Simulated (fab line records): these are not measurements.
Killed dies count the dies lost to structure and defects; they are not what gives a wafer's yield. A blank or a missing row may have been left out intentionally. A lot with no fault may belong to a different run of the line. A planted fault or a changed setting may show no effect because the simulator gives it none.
fab line records ; flow sky130 ; part 2 of 2: steps 32 to 37 of 37
record: lots: 5; wafers: 15; last_day: 49
route steps=708 shown METAL4@600 CAP2M@603
lots untouched by any fault: they come from a run of this same line in which no faults occurred
start_h: start of the lot's first displayed wafer, in hours after the record's first day ; wait_h: hours elapsed since this lot's preceding step ; " unchanged from the row above ; L1.1+2: several wafers, shown together as one row ; - no value, or no start given ; * or withheld: withheld ; < > ~ a bound
route shown NAME@n: a module of which the file shows steps, and the number in the route of the first ; usual: the fault-free wafers' mean and standard deviation ; same: alike in all rows ; chamber/n: place in a boat ; sites: per-site readings ; _std_site: their standard deviation ; _edge_site: the outer-site mean with the inner-site mean subtracted ; radius_mm: for every site, how far away it sits from the centre of the wafer ; mask NAME#n: copy n ; behind: the most recent tool/chamber to have shaped the wafer ; hold: why the lot was held/for how many hours/how that ended ; device: which transistor (n, p or np) failed to switch ; end of line: the route-end tests of the same wafers ; a step with no rows: only its recipe ; killed: dies that structure and defects cost at the first sort, which is not the same as the wafer's yield ; map: a wafer's dies, x killed, . not, _ none there
set.NAME: the setting as run; set.NAME@STEP: as run at that earlier step ; model.NAME: the simulator's own value behind a step, which no gauge read
a table for each step, a row for each wafer; lots at some steps of the route
services: the hour from which a tool's chamber was out of use, counted from the record's first day as start_h (under 0 if before that day), plus the number of hours and why
== steps ==
step: SKY_METAL4_DESCUM_15
recipe: chemistry: O2; source_power_w: 150; bias_power_w: 0; pressure_mtorr: 10; temp_c: 40; time_s: 8
usual: chamber_pressure_mTorr: 10.000/0.0085; drypump_motor_current_A: 5.63/0.29; oes_product_au: 1.000/0.0071
same: bias_power_w: 0
lot.wafer;tool;chamber;start_h;wait_h;chamber_pressure_mTorr;drypump_motor_current_A;oes_product_au;rf_hours_counter_h
L075.1;rie_metal-04;0;984.24;0.0;10.002;5.87;0.995;14
L075.2;rie_metal-04;1;984.24;0.0;10.008;5.69;0.997;2
L075.4;rie_metal-04;1;984.24;0.0;10.003;5.67;1.001;-
L080.1;rie_metal-04;1;1016.62;0.0;9.994;5.67;0.997;4
L080.5;rie_metal-04;1;1016.62;0.0;9.987;5.69;0.994;-
L080.6;rie_metal-04;0;1016.62;0.0;10.000;5.88;0.993;-
L083.2;rie_metal-04;1;1043.42;0.0;9.999;5.68;1.003;6
L083.3;rie_metal-04;0;1043.42;0.0;10.013;5.90;1.004;-
L083.6;rie_metal-04;1;1043.42;0.0;9.995;5.68;0.991;-
L087.2;rie_metal-01;0;1061.07;0.0;10.013;5.73;1.001;18
L087.4;rie_metal-01;1;1061.07;0.0;10.015;5.19;1.002;-
L087.6;rie_metal-01;1;1061.07;0.0;10.001;5.13;1.006;-
L090.4;rie_metal-04;0;1093.12;0.0;10.001;5.88;1.004;-
L090.5;rie_metal-04;1;1093.12;0.0;9.987;5.68;1.007;-
L090.6;rie_metal-04;0;1093.12;0.0;10.009;5.88;0.996;-
step: SKY_METAL4_ETCH_16
recipe: chemistry: N2/H2; target: BARC; ion_energy_ev: 200; bias_w: 100; pressure_mtorr: 30; n2_flow_sccm: 100; h2_flow_sccm: 200; icp_w: 500; stop_on: SiO2; time_s: 88.2; target_depth_a: 600
usual: bias_w: 100.0/0.32; chamber_pressure_mTorr: 30.000/0.025; drypump_motor_current_A: 5.64/0.3; oes_product_au: 0.626/0.0047; throttle_valve_pct: 13.205/0.0091
lot.wafer;tool;chamber;start_h;wait_h;bias_w;chamber_pressure_mTorr;drypump_motor_current_A;oes_product_au;rf_hours_counter_h;throttle_valve_pct
L075.1;rie_metal-04;0;984.28;0.0;99.6;30.011;5.90;0.626;14;13.205
L075.2;rie_metal-04;1;984.28;0.0;99.8;29.953;5.70;0.622;2;13.202
L075.4;rie_metal-04;1;984.28;0.0;100.1;30.005;5.71;0.622;-;13.232
L080.1;rie_metal-04;1;1016.65;0.0;100.0;30.022;5.70;0.622;4;13.194
L080.5;rie_metal-04;1;1016.65;0.0;100.2;29.974;5.70;0.630;-;13.207
L080.6;rie_metal-04;0;1016.65;0.0;99.5;29.961;5.89;0.627;-;13.180
L083.2;rie_metal-04;1;1043.45;0.0;100.3;30.002;5.70;0.621;6;13.195
L083.3;rie_metal-04;0;1043.45;0.0;100.1;29.986;5.89;0.633;-;13.213
L083.6;rie_metal-04;1;1043.45;0.0;99.8;30.001;5.70;0.629;-;13.215
L087.2;rie_metal-01;0;1061.10;0.0;100.1;30.022;5.74;0.627;18;13.213
L087.4;rie_metal-01;1;1061.10;0.0;99.6;29.987;5.14;0.628;-;13.193
L087.6;rie_metal-01;1;1061.10;0.0;100.0;30.069;5.15;0.621;-;13.209
L090.4;rie_metal-04;0;1093.18;0.0;100.1;30.021;5.90;0.622;-;13.219
L090.5;rie_metal-04;1;1093.18;0.0;100.2;29.964;5.66;0.632;-;13.198
L090.6;rie_metal-04;0;1093.18;0.0;100.8;29.999;5.89;0.629;-;13.195
step: SKY_METAL4_ETCH_17
recipe: target: SiO2; stop_on: TiN; chemistry: C4F8/O2/Ar; source_w: 1500; bias_w: 1200; pressure_mtorr: 40; c4f8_flow_sccm: withheld; O2_flow_sccm: 6; Ar_flow_sccm: 300; time_s: 3.9; target_depth_a: 150
usual: bias_w: 1199.4/2.9; chamber_pressure_mTorr: 40.00/0.036; oes_product_au: 0.753/0.0069
lot.wafer;tool;chamber;start_h;wait_h;bias_w;chamber_pressure_mTorr;oes_product_au
L075.1;rie_diel-04;1;984.37;0.1;1197.7;40.04;0.760
L075.2;rie_diel-04;3;984.37;0.1;1195.4;39.97;0.742
L075.4;rie_diel-04;2;984.37;0.1;1200.1;39.96;0.755
L080.1;rie_diel-03;1;1016.75;0.1;1201.3;40.03;0.745
L080.5;rie_diel-03;1;1016.75;0.1;1197.4;40.01;0.758
L080.6;rie_diel-03;0;1016.75;0.1;1199.9;40.07;0.736
L083.2;rie_diel-04;1;1043.55;0.1;1201.5;39.99;0.758
L083.3;rie_diel-04;0;1043.55;0.1;1200.6;40.04;0.745
L083.6;rie_diel-04;3;1043.55;0.1;1202.9;39.95;0.759
L087.2;rie_diel-04;2;1061.20;0.1;1203.2;40.12;0.755
L087.4;rie_diel-04;1;1061.20;0.1;1203.6;40.01;0.744
L087.6;rie_diel-04;1;1061.20;0.1;1201.7;39.99;0.751
L090.4;rie_diel-04;1;1093.24;0.0;1199.8;39.98;0.746
L090.5;rie_diel-04;2;1093.24;0.0;1199.2;39.95;0.750
L090.6;rie_diel-04;1;1093.24;0.0;1201.1;40.01;0.757
step: SKY_METAL4_METAL_ETCH_18
recipe: target_depth_a: 8450; stop_on: SiO2; over_etch_frac: 0.3; time_s: 183.1; chemistry: Cl2/BCl3; resist_sidewall_deg: 88; pressure_mtorr: 10; icp_w: 900; bias_w: 48.5; Cl2_flow_sccm: 60; bcl3_flow_sccm: 30
usual: bias_w: 48.52/0.13; chamber_pressure_mTorr: 10.000/0.0096; drypump_motor_current_A: 5.72/0.25; oes_product_au: 0.864/0.0058; throttle_valve_pct: 22.265/0.0085
lot.wafer;tool;chamber;start_h;wait_h;bias_w;chamber_pressure_mTorr;drypump_motor_current_A;oes_product_au;rf_hours_counter_h;throttle_valve_pct
L075.1;rie_metal-02;0;984.39;0.0;48.43;9.986;5.72;0.860;20;22.253
L075.2;rie_metal-02;1;984.39;0.0;48.34;9.997;5.98;0.869;13;22.269
L075.4;rie_metal-02;1;984.39;0.0;48.60;9.996;5.97;0.867;-;22.270
L080.1;rie_metal-02;0;1016.77;0.0;48.42;9.995;5.71;0.874;22;22.271
L080.5;rie_metal-02;0;1016.77;0.0;48.52;9.994;5.72;0.874;-;22.257
L080.6;rie_metal-02;1;1016.77;0.0;48.52;10.000;5.98;0.867;-;22.270
L083.2;rie_metal-01;1;1043.63;0.1;48.63;9.991;5.15;0.860;-;22.268
L083.3;rie_metal-01;1;1043.63;0.1;48.51;9.998;5.15;0.870;-;22.265
L083.6;rie_metal-01;1;1043.63;0.1;48.73;9.983;5.15;0.867;-;22.258
L087.2;rie_metal-04;0;1061.22;0.0;48.40;10.013;5.88;0.862;19;22.260
L087.4;rie_metal-04;1;1061.22;0.0;48.45;10.014;5.67;0.866;-;22.264
L087.6;rie_metal-04;0;1061.22;0.0;48.40;10.009;5.87;0.853;-;22.276
L090.4;rie_metal-01;1;1093.32;0.1;48.56;9.997;5.15;0.866;-;22.262
L090.5;rie_metal-01;1;1093.32;0.1;48.65;9.998;5.15;0.864;-;22.252
L090.6;rie_metal-01;0;1093.32;0.1;48.55;10.011;5.73;0.870;-;22.273
step: SKY_METAL4_STRIP_19
recipe: chemistry: O2/N2; power_w: 1400; pressure_mtorr: 1500; platen_temp_c: withheld; o2_flow_sccm: 3000; n2_flow_sccm: 300; overash_fraction: 0.5
usual: chamber_pressure_mTorr: 1500.1/1.3; drypump_motor_current_A: 5.7/0.4; oes_product_au: 0.502/0.0048; strip_time_to_endpoint_s: 6.54/0.072
lot.wafer;tool;chamber;start_h;wait_h;chamber_pressure_mTorr;drypump_motor_current_A;oes_product_au;rf_hours_counter_h;strip_time_to_endpoint_s
L075.1;plasma_asher-02;0;984.57;0.1;1500.2;6.6;0.505;82;6.61
L075.2;plasma_asher-02;1;984.57;0.1;1500.8;5.4;0.497;82;6.47
L075.4;plasma_asher-02;0;984.57;0.1;1498.7;6.6;0.508;-;6.52
L080.1;plasma_asher-01;1;1016.94;0.1;1499.9;5.7;0.505;125;6.64
L080.5;plasma_asher-01;0;1016.94;0.1;1501.1;5.3;0.504;-;6.62
L080.6;plasma_asher-01;1;1016.94;0.1;1504.1;5.8;0.496;-;6.47
L083.2;plasma_asher-04;1;1043.92;0.2;1499.1;5.8;0.503;28;6.60
L083.3;plasma_asher-04;0;1043.92;0.2;1500.6;5.8;0.505;-;6.65
L083.6;plasma_asher-04;0;1043.92;0.2;1499.8;5.8;0.508;-;6.61
L087.2;plasma_asher-04;1;1061.40;0.1;1501.0;5.9;0.500;31;6.57
L087.4;plasma_asher-04;1;1061.40;0.1;1500.3;5.9;0.510;-;6.61
L087.6;plasma_asher-04;0;1061.40;0.1;1502.2;5.8;0.502;-;6.53
L090.4;plasma_asher-04;0;1093.47;0.1;1498.6;5.8;0.504;-;6.52
L090.5;plasma_asher-04;0;1093.47;0.1;1498.8;5.8;0.508;-;6.60
L090.6;plasma_asher-04;1;1093.47;0.1;1499.9;5.9;0.504;-;6.59
step: SKY_METAL4_STRIP_20
recipe: chemistry: post_etch_residue_remover; time_s: 1200; temp_c: 72.5
usual: bath_heat_duty_pct: 14.2/1.9
lot.wafer;tool;chamber;start_h;wait_h;bath_heat_duty_pct
L075.1;wet_bench-03;1;984.67;0.1;13.0
L075.2;wet_bench-03;1;984.67;0.1;12.9
L075.4;wet_bench-03;1;984.67;0.1;12.1
L080.1;wet_bench-04;0;1017.04;0.1;13.1
L080.5;wet_bench-04;0;1017.04;0.1;13.3
L080.6;wet_bench-04;0;1017.04;0.1;13.9
L083.2;wet_bench-04;0;1044.02;0.1;12.6
L083.3;wet_bench-04;0;1044.02;0.1;14.0
L083.6;wet_bench-04;0;1044.02;0.1;14.0
L087.2;wet_bench-04;3;1061.50;0.1;17.2
L087.4;wet_bench-04;3;1061.50;0.1;17.0
L087.6;wet_bench-04;3;1061.50;0.1;16.1
L090.4;wet_bench-03;2;1093.54;0.0;13.1
L090.5;wet_bench-03;2;1093.54;0.0;13.3
L090.6;wet_bench-03;2;1093.54;0.0;12.3
== services ==
tool;chamber;start_h;hours;kind
rie_diel-04;-;919.87;15.6;pm
wet_bench-02;-;921.76;2.8;repair
rie_metal-04;0;926.35;19.5;repair
krf_scanner-02;-;930.62;4.4;pm
krf_scanner-02;-;934.99;0.8;pm
rie_diel-04;3;936.56;18.8;repair
krf_scanner-02;-;937.13;2.2;repair
rie_diel-04;0;940.90;3.8;repair
rie_diel-04;2;958.07;9.2;repair
iline_stepper-01;-;959.10;10.8;repair
pvd_sputter-02;-;965.40;1.8;repair
rie_diel-04;2;978.66;3.6;repair
rie_diel-04;3;995.21;3.6;repair
wet_bench-04;-;1001.15;1.9;pm
plasma_asher-04;-;1004.67;1.3;repair
krf_scanner-02;-;1017.63;1.0;pm
rie_metal-01;-;1027.03;0.1;repair
rie_metal-04;-;1030.24;0.2;repair
iline_stepper-01;-;1032.14;2.2;repair
rie_metal-01;0;1041.03;5.6;repair
krf_scanner-02;-;1054.28;0.8;pm
plasma_asher-01;-;1055.25;9.0;pm
rie_metal-01;-;1057.35;1.4;pm
krf_scanner-02;-;1064.90;1.3;pm
